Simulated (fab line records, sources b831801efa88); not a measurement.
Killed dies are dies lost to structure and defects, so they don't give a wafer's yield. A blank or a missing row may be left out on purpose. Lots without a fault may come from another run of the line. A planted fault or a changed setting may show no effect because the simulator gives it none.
A struck lot beside a sound one | flow sky130 | 32 steps out of a route of 708
Sound: wafers L617.3, L617.4, L617.5. Struck: wafers L630.1, L630.3, L630.5. The cause comes at the end.
At each step with rows: each side's tool, then ch and its chambers, then its first start. Under that, the readings that differ: sound wafers | struck wafers | difference of the means | sigmas: that difference in standard deviations of wafers without a fault.
alike: readings whose means differ by less than 2 such deviations, and words and numbers that are the same on both sides. not compared: withheld readings, readings that some wafer has no value for, bounds like >300 that may hide the same value, and numbers for which the record gives no deviation and whose values overlap.
The two part at a step that has a row with sigmas, a row that says differs or no value, or rows on one side only. Numbers that don't overlap but have no deviation are shown without sigmas and don't part them. A reading that every wafer of one side lacks parts them only if that side has two wafers or more.

first, 5 steps without rows for these wafers: SKY_LDD_P_COAT_02 (resist thk 1140 nm); SKY_LDD_P_SOFTBAKE_03 (time 60 s); SKY_LDD_P_EXPOSE_04 (exposes mask PSDM, target cd 380 nm); SKY_LDD_P_PEB_05; SKY_LDD_P_DEVELOP_06 (develop time 60 s).
SKY_LDD_P_CD_MEAS_07: target cd 380 nm.
  sound on cd_sem-01, day 21 17:42; struck on cd_sem-02, day 26 09:53
  alike: cd_nm
SKY_LDD_P_OVL_MEAS_08:
  sound on overlay-01, day 21 17:47; struck on overlay-02, day 26 10:01
  alike: LDD_P_OVL
then, 1 step without rows for these wafers: SKY_LDD_P_IMPLANT_09.
SKY_LDD_P_STRIP_10: strips in O2/N2.
  sound on plasma_asher-01 ch 0,1, day 21 18:00; struck on plasma_asher-03 ch 0,1, day 26 10:12
  alike: drypump_motor_current_A, oes_product_au, strip_time_to_endpoint_s
  not compared: rf_hours_counter_h
SKY_LDD_P_TW_MEAS_11:
  sound on film_metro-02, day 21 18:05; struck on film_metro-01, day 26 10:18
  reading  | sound       | struck      | difference | sigmas
  LDD_P_TW | 620 620 622 | 632 633 631 | +11        | +2
then, 2 steps without rows for these wafers: SKY_LDD_HVN_DEHYDRATE_00 (time 60 s); SKY_LDD_HVN_HMDS_01 (prime time 60 s).
SKY_LDD_HVN_COAT_02: resist thk 300 nm.
  sound on litho_track-02 ch 0, day 22 08:53; struck on litho_track-01, day 27 00:52
  no value came back on the struck wafers for chill_plate_temp_C (C), dispense_pressure_kPa (kPa); on the sound wafers chill_plate_temp_C (C) reads 23.06 23.00 22.93
then, 4 steps without rows for these wafers: SKY_LDD_HVN_SOFTBAKE_03 (time 60 s); SKY_LDD_HVN_EXPOSE_04 (exposes mask HVNTM, target cd 700 nm); SKY_LDD_HVN_PEB_05; SKY_LDD_HVN_DEVELOP_06 (develop time 60 s).
SKY_LDD_HVN_OVL_MEAS_07:
  sound on overlay-02, day 23 00:04; struck on overlay-01, day 27 14:58
  reading          | sound        | struck | difference                    | sigmas
  LDD_HVN_OVL (nm) | 2.2 -0.2 2.2 | - - -  | no value on the struck wafers |
then, 1 step without rows for these wafers: SKY_LDD_HVN_IMPLANT_08.
SKY_LDD_HVN_STRIP_09: strips in O2/N2.
  sound on plasma_asher-02 ch 0,1, day 23 00:17; struck on plasma_asher-04 ch 0,1, day 27 15:10
  no value came back on the struck wafers for oes_product_au (a.u.), strip_time_to_endpoint_s (s); on the sound wafers oes_product_au (a.u.) reads 0.410 0.402 0.413
  alike: drypump_motor_current_A
  not compared: rf_hours_counter_h
SKY_LDD_HVN_TW_MEAS_10:
  sound on film_metro-01, day 23 00:22; struck on film_metro-02, day 27 15:16
  alike: LDD_HVN_TW
then, 7 steps without rows for these wafers: SKY_LDD_HVP_DEHYDRATE_00 (time 60 s); SKY_LDD_HVP_HMDS_01 (prime time 60 s); SKY_LDD_HVP_COAT_02 (resist thk 300 nm); SKY_LDD_HVP_SOFTBAKE_03 (time 60 s); SKY_LDD_HVP_EXPOSE_04 (exposes mask HVPTM, target cd 700 nm); SKY_LDD_HVP_PEB_05; SKY_LDD_HVP_DEVELOP_06 (develop time 60 s).
SKY_LDD_HVP_OVL_MEAS_07:
  sound on overlay-02, day 24 06:24; struck on overlay-02, day 28 19:35
  reading          | sound         | struck      | difference | sigmas
  LDD_HVP_OVL (nm) | 0.0 -0.9 -0.5 | 2.6 0.8 2.7 | +2.5       | +2
then, 1 step without rows for these wafers: SKY_LDD_HVP_IMPLANT_08.
SKY_LDD_HVP_STRIP_09: strips in O2/N2.
  sound on plasma_asher-02 ch 0,1, day 24 06:37; struck on plasma_asher-01 ch 0,1, day 28 19:47
  alike: drypump_motor_current_A, oes_product_au, strip_time_to_endpoint_s
  not compared: rf_hours_counter_h
SKY_LDD_HVP_TW_MEAS_10:
  sound on film_metro-04, day 24 06:42; struck on film_metro-04, day 28 20:06
  reading    | sound       | struck         | difference | sigmas
  LDD_HVP_TW | 452 454 452 | 1447 1437 1447 | +991       | +99 or more
  not compared: hold

WHERE THEY PART
First at SKY_LDD_P_TW_MEAS_11; last, within this record, at SKY_LDD_HVP_TW_MEAS_10.

WHY: what the simulator had put in
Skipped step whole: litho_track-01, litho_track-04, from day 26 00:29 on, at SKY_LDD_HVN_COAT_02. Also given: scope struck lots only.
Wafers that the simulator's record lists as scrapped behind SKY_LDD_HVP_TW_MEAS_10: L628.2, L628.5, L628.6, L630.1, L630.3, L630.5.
